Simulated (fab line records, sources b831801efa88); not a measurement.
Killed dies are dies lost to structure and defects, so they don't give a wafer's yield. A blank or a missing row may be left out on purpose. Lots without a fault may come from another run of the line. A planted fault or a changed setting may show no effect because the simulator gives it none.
Which tool did it? | flow sky130 | 12 lots, 36 wafers sampled, at 5 steps of a route of 708

WHAT THE GAUGES READ, wafer by wafer
SKY_SD_N_CD_MEAS_07: target cd 380 nm.
lot  | measured     | on        | cd_nm (nm)
L144 | day 27 22:28 | cd_sem-01 | 382.0 382.9 381.6
L145 | day 28 01:11 | cd_sem-01 | 376.3 376.0 375.9
L147 | day 29 17:55 | cd_sem-02 | 382.9 381.7 384.0
L152 | day 32 12:14 | cd_sem-02 | 376.4 375.2 374.2
L155 | day 32 13:11 | cd_sem-01 | 379.5 377.0 380.3
L154 | day 32 12:10 | cd_sem-01 | 378.9 379.6 379.0
L156 | day 32 13:02 | cd_sem-02 | 378.4 379.7 379.3
L158 | day 32 16:26 | cd_sem-02 | 379.8 380.9 378.5
L160 | day 33 06:46 | cd_sem-02 | 384.2 383.5 384.5
L162 | day 34 01:37 | cd_sem-02 | 373.9 377.1 378.5
L163 | day 34 02:50 | cd_sem-02 | 379.2 378.0 377.4
L166 | day 35 23:25 | cd_sem-02 | 383.8 384.8 381.8

SKY_SD_N_RS_MEAS_16: measures by four-point-probe.
lot  | measured     | on            | SD_N_RS (ohm/sq)
L144 | day 27 23:19 | film_metro-03 | 68.54 68.36 68.39
L145 | day 28 02:05 | film_metro-03 | 68.50 68.49 68.46
L147 | day 29 18:45 | film_metro-03 | 68.63 68.66 68.65
L152 | day 32 16:36 | film_metro-01 | 68.58 68.56 68.71
L155 | day 32 14:02 | film_metro-01 | 68.66 68.61 68.48
L154 | day 32 12:59 | film_metro-04 | 68.59 68.67 68.65
L156 | day 32 13:52 | film_metro-04 | 68.49 68.38 68.38
L158 | day 32 17:26 | film_metro-03 | 68.54 68.36 68.46
L160 | day 33 07:37 | film_metro-03 | 68.58 68.55 68.51
L162 | day 34 02:28 | film_metro-03 | 68.41 68.47 68.45
L163 | day 34 03:40 | film_metro-01 | 68.43 68.38 68.48
L166 | day 36 00:16 | film_metro-03 | 68.57 68.33 68.44

WHICH TOOL RAN EACH LOT (tool, then ch and the chambers of the sampled wafers, then the start)
lot  | SKY_SONOS_ONO_STRIP_17               | SKY_LDD_LDN_COAT_02               | SKY_LDD_LDN_STRIP_12
L144 | plasma_asher-03 ch 0,1, day 12 22:50 | litho_track-02 ch 0, day 22 07:35 | plasma_asher-01 ch 0,1, day 22 22:43
L145 | plasma_asher-01 ch 0,1, day 13 05:08 | litho_track-03 ch 0, day 22 10:49 | plasma_asher-01 ch 0,1, day 23 01:55
L147 | plasma_asher-01 ch 0,1, day 14 16:23 | litho_track-03 ch 0, day 24 05:07 | plasma_asher-02 ch 0,1, day 24 20:03
L152 | plasma_asher-02 ch 0,1, day 16 07:05 | litho_track-03 ch 0, day 27 04:07 | plasma_asher-01 ch 0,1, day 27 19:45
L155 | plasma_asher-02 ch 0,1, day 16 11:32 | litho_track-03 ch 0, day 27 03:31 | plasma_asher-01 ch 0,1, day 27 19:19
L154 | plasma_asher-01 ch 0,1, day 16 11:52 | litho_track-02 ch 0, day 27 03:20 | plasma_asher-02 ch 0,1, day 27 19:11
L156 | plasma_asher-01 ch 0,1, day 16 23:39 | litho_track-02 ch 0, day 27 03:55 | plasma_asher-03 ch 0,1, day 27 19:27
L158 | plasma_asher-02 ch 0,1, day 17 18:35 | litho_track-04 ch 0, day 27 11:28 | plasma_asher-01 ch 0,1, day 28 02:07
L160 | plasma_asher-01 ch 0,1, day 18 13:35 | litho_track-04 ch 0, day 28 02:52 | plasma_asher-03 ch 1, day 28 18:03
L162 | plasma_asher-02 ch 0,1, day 19 06:36 | litho_track-04 ch 0, day 28 19:28 | plasma_asher-03 ch 0,1, day 29 09:21
L163 | plasma_asher-01 ch 0, day 19 09:48   | litho_track-02 ch 0, day 28 23:10 | plasma_asher-02 ch 0, day 29 13:18
L166 | plasma_asher-01 ch 0,1, day 21 06:29 | litho_track-02 ch 0, day 30 19:02 | plasma_asher-03 ch 0,1, day 31 09:31
- SKY_SONOS_ONO_STRIP_17: strips in O2/N2.
- SKY_LDD_LDN_COAT_02: resist thk 1140 nm.
- SKY_LDD_LDN_STRIP_12: strips in O2/N2.

WHAT THE TOOLS THEMSELVES READ (means of the sampled wafers that have a number; where no wafer has one, the mark that the record gives instead)
SKY_SONOS_ONO_STRIP_17.
lot  | tool            | drypump_motor_current_A (A) | o2_flow_sccm (sccm) | oes_product_au (a.u.) | strip_time_to_endpoint_s (s)
L144 | plasma_asher-03 | 5.40                        | 3005                | 0.710                 | 14.15
L145 | plasma_asher-01 | 5.34                        | 3002                | 0.711                 | 14.15
L147 | plasma_asher-01 | 5.30                        | 2997                | 0.705                 | 14.14
L152 | plasma_asher-02 | 5.13                        | 3004                | 0.708                 | 14.12
L155 | plasma_asher-02 | 5.10                        | 3006                | 0.711                 | 14.08
L154 | plasma_asher-01 | 5.17                        | 2999                | 0.708                 | 14.09
L156 | plasma_asher-01 | 5.15                        | 2996                | 0.711                 | 14.12
L158 | plasma_asher-02 | 5.32                        | 2998                | 0.710                 | 14.17
L160 | plasma_asher-01 | 5.17                        | 2995                | 0.715                 | 14.12
L162 | plasma_asher-02 | 5.32                        | 3000                | 0.711                 | 14.05
L163 | plasma_asher-01 | 5.50                        | 2988                | 0.706                 | 14.12
L166 | plasma_asher-01 | 5.16                        | 3005                | 0.713                 | 14.13

SKY_LDD_LDN_COAT_02.
lot  | tool           | exhaust_pa (Pa)
L144 | litho_track-02 | 45.3
L145 | litho_track-03 | 46.1
L147 | litho_track-03 | 44.9
L152 | litho_track-03 | 46.6
L155 | litho_track-03 | 44.1
L154 | litho_track-02 | 44.0
L156 | litho_track-02 | 45.0
L158 | litho_track-04 | 44.4
L160 | litho_track-04 | 43.8
L162 | litho_track-04 | 45.2
L163 | litho_track-02 | 45.1
L166 | litho_track-02 | 44.1

SKY_LDD_LDN_STRIP_12.
lot  | tool            | drypump_motor_current_A (A) | o2_flow_sccm (sccm) | oes_product_au (a.u.) | strip_time_to_endpoint_s (s)
L144 | plasma_asher-01 | 5.35                        | 3007                | 0.719                 | 14.19
L145 | plasma_asher-01 | 5.34                        | 3012                | 0.716                 | 14.18
L147 | plasma_asher-02 | 5.11                        | 2997                | 0.714                 | 14.19
L152 | plasma_asher-01 | 5.16                        | 3006                | 0.575                 | 8.14
L155 | plasma_asher-01 | 5.16                        | 2994                | 0.572                 | 8.14
L154 | plasma_asher-02 | 5.13                        | 2994                | 0.717                 | 14.19
L156 | plasma_asher-03 | 5.41                        | 3004                | 0.714                 | 14.15
L158 | plasma_asher-01 | 5.33                        | 2996                | 0.718                 | 14.20
L160 | plasma_asher-03 | 5.27                        | 2988                | 0.716                 | 14.15
L162 | plasma_asher-03 | 5.47                        | 3000                | 0.718                 | 14.18
L163 | plasma_asher-02 | 5.50                        | 3002                | 0.716                 | 14.23
L166 | plasma_asher-03 | 5.35                        | 2997                | 0.714                 | 14.22

THE ANSWER, worked out from the rows above alone
Rule: what is usual is taken from the lots themselves. Put in order of their means at a reading, lots are off if they are a third of the lots or fewer, leave a main group of 4 or more, and stand apart from it by a gap of 3 or more times the standard deviation of the main group's means; of several such gaps the widest counts. A main group whose means are all the same, to the digits that the tables above print for the reading, isn't used. A lot without any number at a reading at which 4 lots or more have one is off too. The other lots that the step has rows for count as sound. The gauges are gone through in route order, then the tools' own readings, and for those a lot's mean is taken as printed above. The first step at which some lot is off is used, and at that step the reading that is off furthest; a lot without a number counts as furthest.
Off: L152, L155, at SKY_LDD_LDN_STRIP_12 (strip_time_to_endpoint_s). The main group: mean 14.19 s, standard deviation 0.024.
A tool fits if, at that step or a process step before it, it ran every lot that is off, and no sound lot after the first of them. One fits: litho_track-03 at SKY_LDD_LDN_COAT_02. Its last sound lot is L147 (day 24 05:07), its first lot that is off L155 (day 27 03:31): a fault that began between those two fits.

WHAT THE SIMULATOR HAD PUT IN
Process parameter drift: litho_track-03, from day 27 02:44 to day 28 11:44, at SKY_LDD_LDN_COAT_02. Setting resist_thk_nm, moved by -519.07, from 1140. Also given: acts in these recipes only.
Lots struck among those shown: L152, L155. The rule above found the same.
